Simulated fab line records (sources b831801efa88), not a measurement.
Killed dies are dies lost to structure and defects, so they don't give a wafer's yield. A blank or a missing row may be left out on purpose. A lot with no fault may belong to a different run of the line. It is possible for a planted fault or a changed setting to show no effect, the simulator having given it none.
2 desks looking at one fault	flow gf180mcu	what lay behind the numbers comes last; until then each desk has only its own

== THE TOOL OWNER'S DESK: pvd sputter-04 ==
The tool's own readings at GF_TOP_METAL_SPUTTER_03 (material Ti, target thk 5 nm, time 3.3 s): means of the sampled wafers that have a number, for each lot that ran on this tool. Marked OUT: a lot whose mean sits more than 4 standard deviations from the usual mean, which makes it out of limits; the brackets give that distance.
Columns: A = chamber pressure pa at GF_TOP_METAL_SPUTTER_03, usual 0.2999 Pa; B = throttle valve pct at GF_TOP_METAL_SPUTTER_03, usual 29.7 %
lot	first seen here	A	B
L227	day 27 02:23	0.2996	28.8
L228	day 27 14:04	0.3000	29.8
L230	day 28 02:00	0.3001	29.2
L233	day 29 06:26	0.2999	28.7
L238	day 30 14:03	0.3004	29.2
L246	day 32 20:27	0.2997	28.6
Result from this desk: across the 6 lots, nothing is out of limits.

== AT THE METROLOGY DESK ==
What the gauges read for every lot (on any tool): the sampled wafers with a number, averaged. Marked OUT: a lot whose mean sits more than 4 standard deviations from the usual mean, which makes it out of limits; the brackets give that distance.
Columns: A = MIM_ALCU_THK at GF_MIM_THK_MEAS_11, usual 199.9 nm
lot	first seen here	A
L227	day 24 07:21	199.0
L228	day 24 20:25	201.2
L230	day 25 09:26	201.4
L231	day 25 17:19	202.7
L232	day 26 00:38	198.7
L233	day 26 15:01	198.8
L235	day 27 03:36	199.2
L236	day 27 07:58	200.7
L238	day 28 00:28	198.8
L245	day 30 06:35	199.4
L246	day 30 12:53	197.5
L247	day 30 17:17	202.7
L250	day 31 13:11	199.2
Result from this desk: across the 13 lots, nothing is out of limits.

== PUT TOGETHER ==
The desk of the tool owner found nothing out of limits.
The metrology desk saw nothing out of limits.

== WHAT THE SIMULATOR HAD PUT IN ==
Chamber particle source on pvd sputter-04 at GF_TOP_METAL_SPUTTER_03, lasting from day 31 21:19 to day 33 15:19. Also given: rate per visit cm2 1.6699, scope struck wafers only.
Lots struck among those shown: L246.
